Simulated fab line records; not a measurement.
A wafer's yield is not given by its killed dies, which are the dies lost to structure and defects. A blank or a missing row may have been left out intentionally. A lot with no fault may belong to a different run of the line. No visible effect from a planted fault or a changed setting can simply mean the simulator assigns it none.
Which of the tools did it? || flow sky130 || 36 wafers from 12 lots sampled at 6 of the route's 708 steps

WHAT EACH GAUGE READ, for each wafer
Not one reading of a measure or inspect step in the record can be checked against a usual standard deviation.

WHICH TOOL RAN EACH LOT (tool, then ch and the chambers of the sampled wafers, then the start)
{"lot": "L719", "SKY_METAL3_SPUTTER_03": "pvd sputter-02, day 35 23:43", "SKY_VIA3_CMP_02": "cmp-01 ch 0,3, day 38 06:28", "SKY_VIA3_ETCH_15": "rie diel-04 ch 0,1,3, day 39 07:22", "SKY_VIA3_SPUTTER_20": "pvd sputter-04, day 39 08:02", "SKY_METAL4_SPUTTER_01": "pvd sputter-01, day 39 08:43", "SKY_PAD_OPEN_PROBE_99": "prober-01, day 45 12:18"}
{"lot": "L721", "SKY_METAL3_SPUTTER_03": "pvd sputter-04, day 36 21:31", "SKY_VIA3_CMP_02": "cmp-02 ch 0,1,3, day 39 03:22", "SKY_VIA3_ETCH_15": "rie diel-04 ch 0,1,3, day 40 04:04", "SKY_VIA3_SPUTTER_20": "pvd sputter-03, day 40 04:49", "SKY_METAL4_SPUTTER_01": "pvd sputter-01, day 40 05:30", "SKY_PAD_OPEN_PROBE_99": "prober-01, day 46 05:30"}
{"lot": "L724", "SKY_METAL3_SPUTTER_03": "pvd sputter-04, day 38 19:05", "SKY_VIA3_CMP_02": "cmp-01 ch 2,3, day 40 22:02", "SKY_VIA3_ETCH_15": "rie diel-01 ch 1,3, day 41 22:37", "SKY_VIA3_SPUTTER_20": "pvd sputter-03, day 41 23:41", "SKY_METAL4_SPUTTER_01": "pvd sputter-03, day 42 00:22", "SKY_PAD_OPEN_PROBE_99": "prober-02, day 47 18:30"}
{"lot": "L727", "SKY_METAL3_SPUTTER_03": "pvd sputter-02, day 39 05:18", "SKY_VIA3_CMP_02": "cmp-01 ch 1,2, day 41 08:29", "SKY_VIA3_ETCH_15": "rie diel-04 ch 0,2,3, day 42 09:01", "SKY_VIA3_SPUTTER_20": "pvd sputter-04, day 42 09:40", "SKY_METAL4_SPUTTER_01": "pvd sputter-02, day 42 10:28", "SKY_PAD_OPEN_PROBE_99": "prober-01, day 48 02:27"}
{"lot": "L729", "SKY_METAL3_SPUTTER_03": "pvd sputter-04, day 40 01:52", "SKY_VIA3_CMP_02": "cmp-01 ch 1,2,3, day 42 03:28", "SKY_VIA3_ETCH_15": "rie diel-03 ch 0,1, day 43 03:07", "SKY_VIA3_SPUTTER_20": "pvd sputter-04, day 43 03:46", "SKY_METAL4_SPUTTER_01": "pvd sputter-02, day 43 04:27", "SKY_PAD_OPEN_PROBE_99": "prober-02, day 48 17:18"}
{"lot": "L728", "SKY_METAL3_SPUTTER_03": "pvd sputter-03, day 40 03:22", "SKY_VIA3_CMP_02": "cmp-02 ch 0,1, day 42 06:42", "SKY_VIA3_ETCH_15": "rie diel-01 ch 0,1,3, day 43 06:28", "SKY_VIA3_SPUTTER_20": "pvd sputter-01, day 43 07:07", "SKY_METAL4_SPUTTER_01": "pvd sputter-02, day 43 07:50", "SKY_PAD_OPEN_PROBE_99": "prober-01, day 48 19:31"}
{"lot": "L730", "SKY_METAL3_SPUTTER_03": "pvd sputter-02, day 40 11:41", "SKY_VIA3_CMP_02": "cmp-01 ch 0,1,2, day 42 13:41", "SKY_VIA3_ETCH_15": "rie diel-04 ch 0,1,2, day 43 13:01", "SKY_VIA3_SPUTTER_20": "pvd sputter-04, day 43 13:43", "SKY_METAL4_SPUTTER_01": "pvd sputter-02, day 43 14:24", "SKY_PAD_OPEN_PROBE_99": "prober-02, day 49 02:15"}
{"lot": "L733", "SKY_METAL3_SPUTTER_03": "pvd sputter-03, day 40 14:28", "SKY_VIA3_CMP_02": "cmp-01 ch 0,2,3, day 42 16:16", "SKY_VIA3_ETCH_15": "rie diel-04 ch 0,1, day 43 15:07", "SKY_VIA3_SPUTTER_20": "pvd sputter-04, day 43 15:46", "SKY_METAL4_SPUTTER_01": "pvd sputter-03, day 43 16:29", "SKY_PAD_OPEN_PROBE_99": "prober-01, day 49 04:06"}
{"lot": "L734", "SKY_METAL3_SPUTTER_03": "pvd sputter-04, day 41 02:37", "SKY_VIA3_CMP_02": "cmp-02 ch 0,1,2, day 43 03:55", "SKY_VIA3_ETCH_15": "rie diel-03 ch 0,1,3, day 44 02:34", "SKY_VIA3_SPUTTER_20": "pvd sputter-04, day 44 03:15", "SKY_METAL4_SPUTTER_01": "pvd sputter-01, day 44 04:07", "SKY_PAD_OPEN_PROBE_99": "prober-02, day 49 11:33"}
{"lot": "L735", "SKY_METAL3_SPUTTER_03": "pvd sputter-04, day 41 05:41", "SKY_VIA3_CMP_02": "cmp-02 ch 1,2, day 43 06:31", "SKY_VIA3_ETCH_15": "rie diel-03 ch 1,2, day 44 05:48", "SKY_VIA3_SPUTTER_20": "pvd sputter-04, day 44 06:29", "SKY_METAL4_SPUTTER_01": "pvd sputter-01, day 44 07:10", "SKY_PAD_OPEN_PROBE_99": "-"}
{"lot": "L741", "SKY_METAL3_SPUTTER_03": "pvd sputter-04, day 43 00:58", "SKY_VIA3_CMP_02": "cmp-02 ch 0,1,3, day 45 00:02", "SKY_VIA3_ETCH_15": "rie diel-04 ch 1,2,3, day 45 20:26", "SKY_VIA3_SPUTTER_20": "pvd sputter-04, day 45 21:05", "SKY_METAL4_SPUTTER_01": "pvd sputter-03, day 45 21:46", "SKY_PAD_OPEN_PROBE_99": "-"}
{"lot": "L742", "SKY_METAL3_SPUTTER_03": "pvd sputter-02, day 43 03:18", "SKY_VIA3_CMP_02": "cmp-02 ch 0,1,3, day 45 02:38", "SKY_VIA3_ETCH_15": "rie diel-04 ch 0,2,3, day 45 23:35", "SKY_VIA3_SPUTTER_20": "pvd sputter-03, day 46 00:34", "SKY_METAL4_SPUTTER_01": "pvd sputter-02, day 46 01:16", "SKY_PAD_OPEN_PROBE_99": "-"}
- SKY_METAL3_SPUTTER_03: material Ti, target thk 5 nm, time 3.3 s.
- SKY_VIA3_CMP_02: polishes SiO2.
- SKY_VIA3_ETCH_15: etches SiO2 in C4F8/O2/Ar, stops on TiN, target depth 507 nm, time 78 s.
- SKY_VIA3_SPUTTER_20: material TiN, target thk 20 nm, time 80 s.
- SKY_METAL4_SPUTTER_01: material TiN, target thk 20 nm, time 16.7 s.
- SKY_PAD_OPEN_PROBE_99

AS READ BY THE TOOLS THEMSELVES (means over the sampled wafers that have a number; for cases with no such wafer, the mark the record gives instead)
SKY_METAL3_SPUTTER_03.
{"lot": "L719", "tool": "pvd sputter-02", "throttle valve pct (%)": 29.8}
{"lot": "L721", "tool": "pvd sputter-04", "throttle valve pct (%)": 30.6}
{"lot": "L724", "tool": "pvd sputter-04", "throttle valve pct (%)": 29.5}
{"lot": "L727", "tool": "pvd sputter-02", "throttle valve pct (%)": 30.0}
{"lot": "L729", "tool": "pvd sputter-04", "throttle valve pct (%)": 31.4}
{"lot": "L728", "tool": "pvd sputter-03", "throttle valve pct (%)": 30.0}
{"lot": "L730", "tool": "pvd sputter-02", "throttle valve pct (%)": 30.2}
{"lot": "L733", "tool": "pvd sputter-03", "throttle valve pct (%)": 30.7}
{"lot": "L734", "tool": "pvd sputter-04", "throttle valve pct (%)": 30.4}
{"lot": "L735", "tool": "pvd sputter-04", "throttle valve pct (%)": 29.7}
{"lot": "L741", "tool": "pvd sputter-04", "throttle valve pct (%)": 29.4}
{"lot": "L742", "tool": "pvd sputter-02", "throttle valve pct (%)": 30.7}

SKY_VIA3_CMP_02.
{"lot": "L719", "tool": "cmp-01", "motor current A (A)": 12.8, "slurry flow ml min": 150.0}
{"lot": "L721", "tool": "cmp-02", "motor current A (A)": 11.3, "slurry flow ml min": 150.0}
{"lot": "L724", "tool": "cmp-01", "motor current A (A)": 13.2, "slurry flow ml min": 150.4}
{"lot": "L727", "tool": "cmp-01", "motor current A (A)": 13.5, "slurry flow ml min": 150.1}
{"lot": "L729", "tool": "cmp-01", "motor current A (A)": 13.3, "slurry flow ml min": 150.2}
{"lot": "L728", "tool": "cmp-02", "motor current A (A)": 10.8, "slurry flow ml min": 150.5}
{"lot": "L730", "tool": "cmp-01", "motor current A (A)": 12.8, "slurry flow ml min": 149.5}
{"lot": "L733", "tool": "cmp-01", "motor current A (A)": 13.5, "slurry flow ml min": 150.3}
{"lot": "L734", "tool": "cmp-02", "motor current A (A)": 11.2, "slurry flow ml min": 149.6}
{"lot": "L735", "tool": "cmp-02", "motor current A (A)": 11.9, "slurry flow ml min": 149.8}
{"lot": "L741", "tool": "cmp-02", "motor current A (A)": 11.7, "slurry flow ml min": 150.0}
{"lot": "L742", "tool": "cmp-02", "motor current A (A)": 11.7, "slurry flow ml min": 149.7}

SKY_VIA3_ETCH_15.
{"lot": "L719", "tool": "rie diel-04", "oes product au (a.u.)": 0.940}
{"lot": "L721", "tool": "rie diel-04", "oes product au (a.u.)": 0.944}
{"lot": "L724", "tool": "rie diel-01", "oes product au (a.u.)": 0.944}
{"lot": "L727", "tool": "rie diel-04", "oes product au (a.u.)": 0.948}
{"lot": "L729", "tool": "rie diel-03", "oes product au (a.u.)": 0.949}
{"lot": "L728", "tool": "rie diel-01", "oes product au (a.u.)": 0.942}
{"lot": "L730", "tool": "rie diel-04", "oes product au (a.u.)": 0.990}
{"lot": "L733", "tool": "rie diel-04", "oes product au (a.u.)": 0.999}
{"lot": "L734", "tool": "rie diel-03", "oes product au (a.u.)": 0.947}
{"lot": "L735", "tool": "rie diel-03", "oes product au (a.u.)": 0.946}
{"lot": "L741", "tool": "rie diel-04", "oes product au (a.u.)": 0.951}
{"lot": "L742", "tool": "rie diel-04", "oes product au (a.u.)": 0.946}

SKY_VIA3_SPUTTER_20.
{"lot": "L719", "tool": "pvd sputter-04", "throttle valve pct (%)": 29.4}
{"lot": "L721", "tool": "pvd sputter-03", "throttle valve pct (%)": 29.9}
{"lot": "L724", "tool": "pvd sputter-03", "throttle valve pct (%)": 29.9}
{"lot": "L727", "tool": "pvd sputter-04", "throttle valve pct (%)": 29.5}
{"lot": "L729", "tool": "pvd sputter-04", "throttle valve pct (%)": 29.4}
{"lot": "L728", "tool": "pvd sputter-01", "throttle valve pct (%)": 30.5}
{"lot": "L730", "tool": "pvd sputter-04", "throttle valve pct (%)": 29.5}
{"lot": "L733", "tool": "pvd sputter-04", "throttle valve pct (%)": 29.3}
{"lot": "L734", "tool": "pvd sputter-04", "throttle valve pct (%)": 30.5}
{"lot": "L735", "tool": "pvd sputter-04", "throttle valve pct (%)": 29.7}
{"lot": "L741", "tool": "pvd sputter-04", "throttle valve pct (%)": 29.5}
{"lot": "L742", "tool": "pvd sputter-03", "throttle valve pct (%)": 30.1}

SKY_METAL4_SPUTTER_01.
{"lot": "L719", "tool": "pvd sputter-01", "throttle valve pct (%)": 28.8}
{"lot": "L721", "tool": "pvd sputter-01", "throttle valve pct (%)": 29.4}
{"lot": "L724", "tool": "pvd sputter-03", "throttle valve pct (%)": 29.2}
{"lot": "L727", "tool": "pvd sputter-02", "throttle valve pct (%)": 30.5}
{"lot": "L729", "tool": "pvd sputter-02", "throttle valve pct (%)": 30.4}
{"lot": "L728", "tool": "pvd sputter-02", "throttle valve pct (%)": 29.9}
{"lot": "L730", "tool": "pvd sputter-02", "throttle valve pct (%)": 30.5}
{"lot": "L733", "tool": "pvd sputter-03", "throttle valve pct (%)": 30.1}
{"lot": "L734", "tool": "pvd sputter-01", "throttle valve pct (%)": 29.7}
{"lot": "L735", "tool": "pvd sputter-01", "throttle valve pct (%)": 29.4}
{"lot": "L741", "tool": "pvd sputter-03", "throttle valve pct (%)": 31.0}
{"lot": "L742", "tool": "pvd sputter-02", "throttle valve pct (%)": 30.9}

SKY_PAD_OPEN_PROBE_99.
{"lot": "L719", "tool": "prober-01", "defect limited yield (%)": 84.2, "killed_at_M0_to_M3": 37, "killed_at_M4_up": 2.7, "killed at contacts": 23, "killed at front end": 16, "killed at other": 0.0, "killed dies": 78, "killed open": 45, "killed short": 33}
{"lot": "L721", "tool": "prober-01", "defect limited yield (%)": 81.0, "killed_at_M0_to_M3": 45, "killed_at_M4_up": 1.3, "killed at contacts": 28, "killed at front end": 19, "killed at other": 0.3, "killed dies": 94, "killed open": 50, "killed short": 43}
{"lot": "L724", "tool": "prober-02", "defect limited yield (%)": 81.0, "killed_at_M0_to_M3": 48, "killed_at_M4_up": 5.7, "killed at contacts": 25, "killed at front end": 15, "killed at other": 0.0, "killed dies": 93, "killed open": 48, "killed short": 45}
{"lot": "L727", "tool": "prober-01", "defect limited yield (%)": 81.6, "killed_at_M0_to_M3": 40, "killed_at_M4_up": 2.0, "killed at contacts": 30, "killed at front end": 18, "killed at other": 0.3, "killed dies": 90, "killed open": 54, "killed short": 35}
{"lot": "L729", "tool": "prober-02", "defect limited yield (%)": 81.5, "killed_at_M0_to_M3": 41, "killed_at_M4_up": 1.7, "killed at contacts": 24, "killed at front end": 24, "killed at other": 0.3, "killed dies": 91, "killed open": 54, "killed short": 35}
{"lot": "L728", "tool": "prober-01", "defect limited yield (%)": 83.6, "killed_at_M0_to_M3": 41, "killed_at_M4_up": 2.7, "killed at contacts": 21, "killed at front end": 16, "killed at other": 0.0, "killed dies": 81, "killed open": 45, "killed short": 36}
{"lot": "L730", "tool": "prober-02", "defect limited yield (%)": 83.1, "killed_at_M0_to_M3": 40, "killed_at_M4_up": 1.7, "killed at contacts": 23, "killed at front end": 18, "killed at other": 0.3, "killed dies": 83, "killed open": 50, "killed short": 33}
{"lot": "L733", "tool": "prober-01", "defect limited yield (%)": 82.9, "killed_at_M0_to_M3": 44, "killed_at_M4_up": 3.0, "killed at contacts": 19, "killed at front end": 18, "killed at other": 0.3, "killed dies": 84, "killed open": 46, "killed short": 38}
{"lot": "L734", "tool": "prober-02", "defect limited yield (%)": 81.9, "killed_at_M0_to_M3": 46, "killed_at_M4_up": 5.7, "killed at contacts": 25, "killed at front end": 12, "killed at other": 0.3, "killed dies": 89, "killed open": 52, "killed short": 35}

THE ANSWER, worked out from the rows above alone
Rule: the usual values come from the lots themselves. Put in order of their means at a reading, lots are off if they are a third of the lots or fewer, leave a main group of 4 or more, and stand apart from it by a gap of 3 or more times the standard deviation of the main group's means; of several such gaps the widest counts. A main group whose means are all the same, to the digits that the tables above print for the reading, isn't used. Also off: a lot with no number at a reading for which 4 or more lots have one. Where the step has rows for the other lots, those lots are counted as sound. Order of review: gauges by route order, followed by the tools' own readings, for which a lot's mean as printed above is used. The first step at which some lot is off is used, and at that step the reading that is off furthest; a lot without a number counts as furthest.
Off: L730, L733, at SKY_VIA3_ETCH_15 (oes product au). For the main group the mean is 0.946 a.u. and the standard deviation 0.0031.
A tool fits if, at that step or a process step before it, it ran every lot that is off, and no sound lot after the first of them. One candidate fits, namely cmp-01 at SKY_VIA3_CMP_02. A fault onset in the window from L729 (day 42 03:28, its last sound lot) to L730 (day 42 13:41, its first lot off) fits.

WHAT WAS PUT IN BY THE SIMULATOR
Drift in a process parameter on cmp-01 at SKY_VIA3_CMP_02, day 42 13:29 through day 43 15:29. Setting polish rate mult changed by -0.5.
Lots struck among those shown: L730, L733. The rule given above showed the same thing.
